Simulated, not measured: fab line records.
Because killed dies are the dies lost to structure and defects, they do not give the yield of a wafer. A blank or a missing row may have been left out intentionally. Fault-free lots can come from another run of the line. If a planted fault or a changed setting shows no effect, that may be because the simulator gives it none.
Comparing a struck lot with a sound one    flow sky130    24 out of 708 route steps
Sound: these wafers, L277.1, L277.2, L277.6. Wafers L287.1, L287.2, L287.3 were the ones struck. The cause is named last.
Order at every step that has rows: each side's tool, ch and its chambers, its first start. Under that, the readings that differ: sound wafers    struck wafers    difference of the means    sigmas: that difference in standard deviations of wafers without a fault.
alike: words and numbers the same on both sides, and readings whose means are apart by under 2 such deviations; not compared: readings that were withheld, readings missing a value for some wafer, numbers with overlapping values and no deviation given by the record, and bounds like >300 which may hide the same value.
The two part at a step that has a row with sigmas, a row that says differs or no value, or rows on one side only. Non-overlapping numbers with no deviation appear without sigmas and do not part them. Lack of a reading on every wafer of one side parts them only where that side has two or more wafers.

first, 6 steps without rows for these wafers: SKY_PWDE_HMDS_01 (prime time 60 s); SKY_PWDE_COAT_02 (resist thk 3000 nm); SKY_PWDE_SOFTBAKE_03; SKY_PWDE_EXPOSE_04 (exposes mask PWDEM, target cd 840 nm); SKY_PWDE_PEB_05; SKY_PWDE_DEVELOP_06 (develop time 60 s).
SKY_PWDE_OVL_MEAS_07:
  struck on overlay-02, day 7 19:35; sound on overlay-02, day 5 07:50
  alike: PWDE_OVL
then, 1 step without rows for these wafers: SKY_PWDE_IMPLANT_08.
SKY_PWDE_STRIP_09: strips in O2/N2.
  sound on plasma-asher-03 ch 0,1, day 5 08:01; struck on plasma-asher-04 ch 0,1, day 7 19:46
  alike: drypump-motor-current-A, oes-product-au, strip-time-to-endpoint-s
  not compared: rf-hours-counter-h
SKY_PWDE_TW_MEAS_10:
  struck on film-metro-03, day 7 19:52; sound on film-metro-01, day 5 08:07
  alike: PWDE_TW
then, 2 steps without rows for these wafers: SKY_NWELL_DEHYDRATE_03 (time 60 s); SKY_NWELL_HMDS_04 (prime time 60 s).
SKY_NWELL_COAT_05: resist thk 3000 nm.
  sound on litho-track-04 ch 0, day 5 17:02; struck on litho-track-02 ch 0, day 8 05:12
reading                                  sound           struck          difference  sigmas
model.coat_of_NWELL_COAT_05.thk-nm (nm)  3007 3006 3014  1614 1611 1610  -1397       
  alike: exhaust-pa
then, 3 steps without rows for these wafers: SKY_NWELL_SOFTBAKE_06; SKY_NWELL_EXPOSE_07 (exposes mask NWM, target cd 840 nm); SKY_NWELL_PEB_08.
SKY_NWELL_DEVELOP_09: develop time 60 s.
  sound: litho-track-04 ch 0; struck: litho-track-04 ch 0
reading                                  sound           struck          difference  sigmas
model.coat_of_NWELL_COAT_05.thk-nm (nm)  3003 3002 3010  1610 1607 1606  -1397       
  alike: exhaust-pa
SKY_NWELL_OVL_MEAS_10:
  struck on overlay-02, day 8 16:08; sound on overlay-01, day 6 02:11
  alike: NWELL_00_OVL
then, 3 steps without rows for these wafers: SKY_NWELL_IMPLANT_11; SKY_NWELL_IMPLANT_12; SKY_NWELL_IMPLANT_13.
SKY_NWELL_STRIP_14: strips in O2/N2.
  sound on plasma-asher-03 ch 0,1, day 6 02:40; struck on plasma-asher-03 ch 0,1, day 8 16:37
reading                       sound              struck             difference  sigmas
strip-time-to-endpoint-s (s)  37.00 36.97 37.08  20.81 20.77 20.76  -16.24      -99 or more
  alike: drypump-motor-current-A, oes-product-au
  not compared: rf-hours-counter-h
SKY_NWELL_TW_MEAS_15:
  struck on film-metro-03, day 8 16:43; sound on film-metro-02, day 6 02:46
  alike: NWELL_TW
-- the record jumps here: 41 days lie between the struck wafers' starts before and after (it left off in module NWELL and takes up again in module PAD_OPEN, whose first step shown is number 708 of the route) --
SKY_PAD_OPEN_PROBE_99:
  struck on prober-02, day 49 18:36; sound on prober-02, day 47 08:04
reading                                      sound                          struck                                                                      difference                    sigmas
hold                                         - - -                          await-dispo/2.6h/release await-dispo/2.6h/release await-dispo/2.6h/release  no value on the sound wafers  
model.etest.pfet_16v.r-on-ohm-um             1.557e+04 1.538e+04 1.518e+04  1.593e+04 1.588e+04 1.615e+04                                               +6.100e+02                    
model.etest.res-nwell.line-ohm-um            1252 1234 1226                 945.4 960.7 956.4                                                           -283.2                        
model.etest.res-nwell.width-nm (nm)          821.1 825.1 819.5              955.9 951.2 952                                                             +131.1                        
model.etest.res-iso-pwell.width-nm (nm)      2658 2660 2667                 2580 2573 2569                                                              -88                           
model.etest.pfet_16v.drive-ua-um             235.9 240.2 238.3              229.4 228.7 227.1                                                           -9.7                          
model.etest.iso-nwell-nwell.leak-log10-a-um  -13.93 -13.93 -14.05           -12.21 -12.45 -12.12                                                        +1.71                         
  not compared: model.etest.nfet_16v.r-on-ohm-um

== WHERE THEY PART ==
Earliest at SKY_NWELL_STRIP_14; latest, in this record, at SKY_PAD_OPEN_PROBE_99.

WHY: what the simulator had put in
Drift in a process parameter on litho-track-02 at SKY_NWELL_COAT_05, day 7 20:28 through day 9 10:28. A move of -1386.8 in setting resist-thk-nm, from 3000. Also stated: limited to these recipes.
